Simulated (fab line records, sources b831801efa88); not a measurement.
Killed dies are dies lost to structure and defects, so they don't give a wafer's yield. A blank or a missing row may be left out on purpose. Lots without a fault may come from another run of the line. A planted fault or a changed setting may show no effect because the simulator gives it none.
Which tool did it? | flow gf180mcu | 6 lots, 18 wafers sampled, at 4 steps of a route of 602

WHAT THE GAUGES READ, wafer by wafer
GF_PASSIVATION_THK_MEAS_01.
lot  | measured     | on            | PASSIVATION_CVD_00_THK (nm)
L503 | day 29 04:08 | film_metro-02 | 983 1007 1006
L506 | day 30 09:47 | film_metro-03 | 968 1005 1003
L508 | day 31 06:28 | film_metro-03 | 1003 1010 1004
L510 | day 31 12:26 | film_metro-01 | 982 1014 1010
L512 | day 32 05:44 | film_metro-01 | 999 995 1012
L523 | day 34 14:02 | film_metro-03 | 978 1001 1004

WHICH TOOL RAN EACH LOT (tool, then ch and the chambers of the sampled wafers, then the start)
lot  | GF_M2_STRIP_17                       | GF_V5_STRIP_18                       | GF_TOP_METAL_SPUTTER_00
L503 | plasma_asher-02 ch 0,1, day 20 11:41 | plasma_asher-02 ch 0,1, day 28 05:34 | pvd_sputter-03, day 28 07:08
L506 | plasma_asher-03 ch 0,1, day 21 19:56 | plasma_asher-03 ch 0,1, day 29 12:44 | pvd_sputter-03, day 29 13:55
L508 | plasma_asher-03 ch 0,1, day 22 18:48 | plasma_asher-03 ch 0,1, day 30 07:28 | pvd_sputter-02, day 30 12:17
L510 | plasma_asher-01 ch 0,1, day 23 09:11 | plasma_asher-01 ch 0,1, day 30 15:53 | pvd_sputter-03, day 30 17:04
L512 | plasma_asher-02 ch 0,1, day 24 08:57 | plasma_asher-01 ch 0,1, day 31 10:19 | pvd_sputter-02, day 31 11:44
L523 | plasma_asher-02 ch 0,1, day 27 10:10 | plasma_asher-02 ch 0,1, day 33 20:01 | pvd_sputter-04, day 33 21:16
- GF_M2_STRIP_17: strips in O2/N2.
- GF_V5_STRIP_18: strips in O2/N2.
- GF_TOP_METAL_SPUTTER_00: material Ti, target thk 37.5 nm, time 150 s.

THE ANSWER, worked out from the rows above alone
Rule: what is usual is taken from the lots themselves. Put in order of their means at a reading, lots are off if they are a third of the lots or fewer, leave a main group of 4 or more, and stand apart from it by a gap of 3 or more times the standard deviation of the main group's means; of several such gaps the widest counts. A main group whose means are all the same, to the digits that the tables above print for the reading, isn't used. A lot without any number at a reading at which 4 lots or more have one is off too. The other lots that the step has rows for count as sound.
No lot is off at any reading shown: from this, nothing can be told.

WHAT THE SIMULATOR HAD PUT IN
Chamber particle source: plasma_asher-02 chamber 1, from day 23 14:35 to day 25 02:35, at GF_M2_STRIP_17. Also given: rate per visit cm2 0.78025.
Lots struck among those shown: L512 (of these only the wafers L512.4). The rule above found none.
